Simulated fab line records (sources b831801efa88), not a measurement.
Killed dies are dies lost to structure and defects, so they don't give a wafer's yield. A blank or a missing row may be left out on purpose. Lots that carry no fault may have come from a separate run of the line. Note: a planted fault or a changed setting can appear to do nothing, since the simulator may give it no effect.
What tool caused it? :: flow sky130 :: route of 708 steps, sampled at 1 step: 15 lots, 45 wafers

== WHAT THE GAUGES SHOWED, per wafer ==
Not one reading of a measure or inspect step in the record can be checked against a usual standard deviation.

== WHICH TOOL RAN EACH LOT (tool, then ch and the chambers of the sampled wafers, then the start) ==
lot: L495
SKY_VT_ADJUST_HVTP_EXPOSE_04: iline-stepper-01 ch 0, day 5 13:52

lot: L496
SKY_VT_ADJUST_HVTP_EXPOSE_04: iline-stepper-01 ch 0, day 5 20:10

lot: L497
SKY_VT_ADJUST_HVTP_EXPOSE_04: iline-stepper-01 ch 0, day 6 04:01

lot: L500
SKY_VT_ADJUST_HVTP_EXPOSE_04: iline-stepper-01 ch 0, day 6 20:51

lot: L501
SKY_VT_ADJUST_HVTP_EXPOSE_04: iline-stepper-01 ch 0, day 7 04:26

lot: L504
SKY_VT_ADJUST_HVTP_EXPOSE_04: iline-stepper-02 ch 0, day 8 21:08

lot: L505
SKY_VT_ADJUST_HVTP_EXPOSE_04: iline-stepper-01 ch 0, day 8 21:59

lot: L507
SKY_VT_ADJUST_HVTP_EXPOSE_04: iline-stepper-01 ch 0, day 9 00:06

lot: L511
SKY_VT_ADJUST_HVTP_EXPOSE_04: iline-stepper-02 ch 0, day 10 01:05

lot: L512
SKY_VT_ADJUST_HVTP_EXPOSE_04: iline-stepper-01, day 10 03:30

lot: L514
SKY_VT_ADJUST_HVTP_EXPOSE_04: iline-stepper-02, day 10 12:05

lot: L513
SKY_VT_ADJUST_HVTP_EXPOSE_04: iline-stepper-02, day 10 12:21

lot: L515
SKY_VT_ADJUST_HVTP_EXPOSE_04: iline-stepper-01 ch 0, day 10 23:59

lot: L516
SKY_VT_ADJUST_HVTP_EXPOSE_04: iline-stepper-02 ch 0, day 11 07:03

lot: L517
SKY_VT_ADJUST_HVTP_EXPOSE_04: iline-stepper-01 ch 0, day 11 10:38
- SKY_VT_ADJUST_HVTP_EXPOSE_04: exposes mask HVTPM, target cd 380 nm.

== WHAT THE TOOLS THEMSELVES READ (means of the sampled wafers that have a number; where no wafer has one, the mark that the record gives instead) ==
SKY_VT_ADJUST_HVTP_EXPOSE_04.
lot: L495
tool: iline-stepper-01
exposure-dose-mJ-cm2: 140.05
focus-offset-nm (nm): 0.0

lot: L496
tool: iline-stepper-01
exposure-dose-mJ-cm2: 140.04
focus-offset-nm (nm): 0.4

lot: L497
tool: iline-stepper-01
exposure-dose-mJ-cm2: 140.02
focus-offset-nm (nm): 0.0

lot: L500
tool: iline-stepper-01
exposure-dose-mJ-cm2: 140.01
focus-offset-nm (nm): -0.4

lot: L501
tool: iline-stepper-01
exposure-dose-mJ-cm2: 139.98
focus-offset-nm (nm): -0.7

lot: L504
tool: iline-stepper-02
exposure-dose-mJ-cm2: 140.01
focus-offset-nm (nm): -0.1

lot: L505
tool: iline-stepper-01
exposure-dose-mJ-cm2: 139.96
focus-offset-nm (nm): 0.9

lot: L507
tool: iline-stepper-01
exposure-dose-mJ-cm2: 139.97
focus-offset-nm (nm): 0.1

lot: L511
tool: iline-stepper-02
exposure-dose-mJ-cm2: 140.03
focus-offset-nm (nm): 0.1

lot: L512
tool: iline-stepper-01
exposure-dose-mJ-cm2: -
focus-offset-nm (nm): -

lot: L514
tool: iline-stepper-02
exposure-dose-mJ-cm2: -
focus-offset-nm (nm): -

lot: L513
tool: iline-stepper-02
exposure-dose-mJ-cm2: -
focus-offset-nm (nm): -

lot: L515
tool: iline-stepper-01
exposure-dose-mJ-cm2: 139.90
focus-offset-nm (nm): -0.0

lot: L516
tool: iline-stepper-02
exposure-dose-mJ-cm2: 140.09
focus-offset-nm (nm): 0.2

lot: L517
tool: iline-stepper-01
exposure-dose-mJ-cm2: 140.07
focus-offset-nm (nm): -0.1

== THE ANSWER, worked out from the rows above alone ==
Rule: the lots themselves supply what counts as usual. The widest of any qualifying gaps counts: lots, ordered by their means at a reading, are off when they make up no more than a third of the lots, leave a main group of 4 or more, and stand apart from it by 3 or more times the standard deviation of that group's means. If all means in a main group match to the digits the tables above print for the reading, that group is not used. A lot without any number at a reading at which 4 lots or more have one is off too. The other lots that the step has rows for count as sound. After the gauges, taken in route order, come the tools' own readings; for these a lot's mean is taken, as printed above. The first step at which some lot is off is used, and at that step the reading that is off furthest; a lot without a number counts as furthest.
Off: L512, L514, L513 (SKY_VT_ADJUST_HVTP_EXPOSE_04, exposure-dose-mJ-cm2). Without a number there: L512, L514, L513. The main group: mean 140.01, standard deviation 0.05.
A tool fits if, at that step or a process step before it, it ran every lot that is off, and no sound lot after the first of them. Not one of the candidates tried fits.

== WHAT THE SIMULATOR HAD PUT IN ==
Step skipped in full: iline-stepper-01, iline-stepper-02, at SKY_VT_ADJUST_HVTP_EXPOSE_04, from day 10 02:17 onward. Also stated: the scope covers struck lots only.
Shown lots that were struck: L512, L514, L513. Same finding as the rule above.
